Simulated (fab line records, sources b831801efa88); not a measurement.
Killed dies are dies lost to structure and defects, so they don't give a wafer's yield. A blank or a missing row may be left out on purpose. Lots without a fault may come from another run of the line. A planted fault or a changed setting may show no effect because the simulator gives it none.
A struck lot beside a sound one | flow sky130 | 27 steps out of a route of 708
Sound: wafers L484.3, L484.5, L484.6. Struck: wafers L488.1, L488.4, L488.6. The cause comes at the end.
At each step with rows: each side's tool, then ch and its chambers, then its first start. Under that, the readings that differ: sound wafers | struck wafers | difference of the means | sigmas: that difference in standard deviations of wafers without a fault.
alike: readings whose means differ by less than 2 such deviations, and words and numbers that are the same on both sides. not compared: withheld readings, readings that some wafer has no value for, bounds like >300 that may hide the same value, and numbers for which the record gives no deviation and whose values overlap.
The two part at a step that has a row with sigmas, a row that says differs or no value, or rows on one side only. Numbers that don't overlap but have no deviation are shown without sigmas and don't part them. A reading that every wafer of one side lacks parts them only if that side has two wafers or more.

first, 3 steps without rows for these wafers: SKY_LDD_N_EXPOSE_04 (exposes mask NTM, target cd 840 nm); SKY_LDD_N_PEB_05; SKY_LDD_N_DEVELOP_06 (develop time 60 s).
SKY_LDD_N_OVL_MEAS_07:
  sound on overlay-01, day 21 03:02; struck on overlay-02, day 22 09:07
  alike: LDD_N_OVL
then, 8 steps without rows for these wafers: SKY_LDD_N_IMPLANT_08; SKY_LDD_N_IMPLANT_09; SKY_LDD_N_IMPLANT_10; SKY_LDD_N_IMPLANT_11; SKY_LDD_N_IMPLANT_12; SKY_LDD_N_IMPLANT_13; SKY_LDD_N_IMPLANT_14; SKY_LDD_N_IMPLANT_15.
SKY_LDD_N_STRIP_16: strips in O2/N2.
  sound on plasma_asher-03 ch 0,1, day 21 04:17; struck on plasma_asher-03 ch 0,1, day 22 10:22
  no value came back on the struck wafers for chamber_pressure_mTorr (mTorr), drypump_motor_current_A (A), oes_product_au (a.u.), strip_time_to_endpoint_s (s); on the sound wafers chamber_pressure_mTorr (mTorr) reads 1500.7 1499.1 1497.2
  reading                                    | sound | struck            | difference | sigmas
  model.NOVOLAK_of_LDD_N_COAT_02.thk_nm (nm) | 0 0 0 | 298.7 298.4 298.4 | +298.5     |
  not compared: rf_hours_counter_h
SKY_LDD_N_TW_MEAS_17:
  sound on film_metro-03, day 21 04:23; struck on film_metro-02, day 22 10:28
  alike: LDD_N_TW
then, 7 steps without rows for these wafers: SKY_LDD_P_DEHYDRATE_00 (time 60 s); SKY_LDD_P_HMDS_01 (prime time 60 s); SKY_LDD_P_COAT_02 (resist thk 1140 nm); SKY_LDD_P_SOFTBAKE_03 (time 60 s); SKY_LDD_P_EXPOSE_04 (exposes mask PSDM, target cd 380 nm); SKY_LDD_P_PEB_05; SKY_LDD_P_DEVELOP_06 (develop time 60 s).
SKY_LDD_P_CD_MEAS_07: target cd 380 nm.
  sound on cd_sem-02, day 22 10:25; struck on cd_sem-01, day 23 21:23
  alike: cd_nm
SKY_LDD_P_OVL_MEAS_08:
  sound on overlay-01, day 22 10:30; struck on overlay-01, day 23 21:31
  reading        | sound        | struck         | difference | sigmas
  LDD_P_OVL (nm) | 0.5 -0.1 0.8 | -2.5 -2.6 -1.6 | -2.6       | -2
then, 1 step without rows for these wafers: SKY_LDD_P_IMPLANT_09.
SKY_LDD_P_STRIP_10: strips in O2/N2.
  sound on plasma_asher-04 ch 0,1, day 22 10:43; struck on plasma_asher-01 ch 1, day 23 21:42
  reading                      | sound             | struck            | difference | sigmas
  strip_time_to_endpoint_s (s) | 14.21 14.22 14.27 | 18.61 18.60 18.62 | +4.38      | +97
  alike: chamber_pressure_mTorr, drypump_motor_current_A, oes_product_au
  not compared: rf_hours_counter_h
SKY_LDD_P_TW_MEAS_11:
  sound on film_metro-01, day 22 10:48; struck on film_metro-01, day 23 21:48
  reading  | sound       | struck   | difference | sigmas
  LDD_P_TW | 637 638 639 | 30 30 30 | -608       | -99 or more
then, 1 step without rows for these wafers: SKY_LDD_HVN_DEHYDRATE_00 (time 60 s).

WHERE THEY PART
First at SKY_LDD_N_STRIP_16; last, within this record, at SKY_LDD_P_TW_MEAS_11.

WHY: what the simulator had put in
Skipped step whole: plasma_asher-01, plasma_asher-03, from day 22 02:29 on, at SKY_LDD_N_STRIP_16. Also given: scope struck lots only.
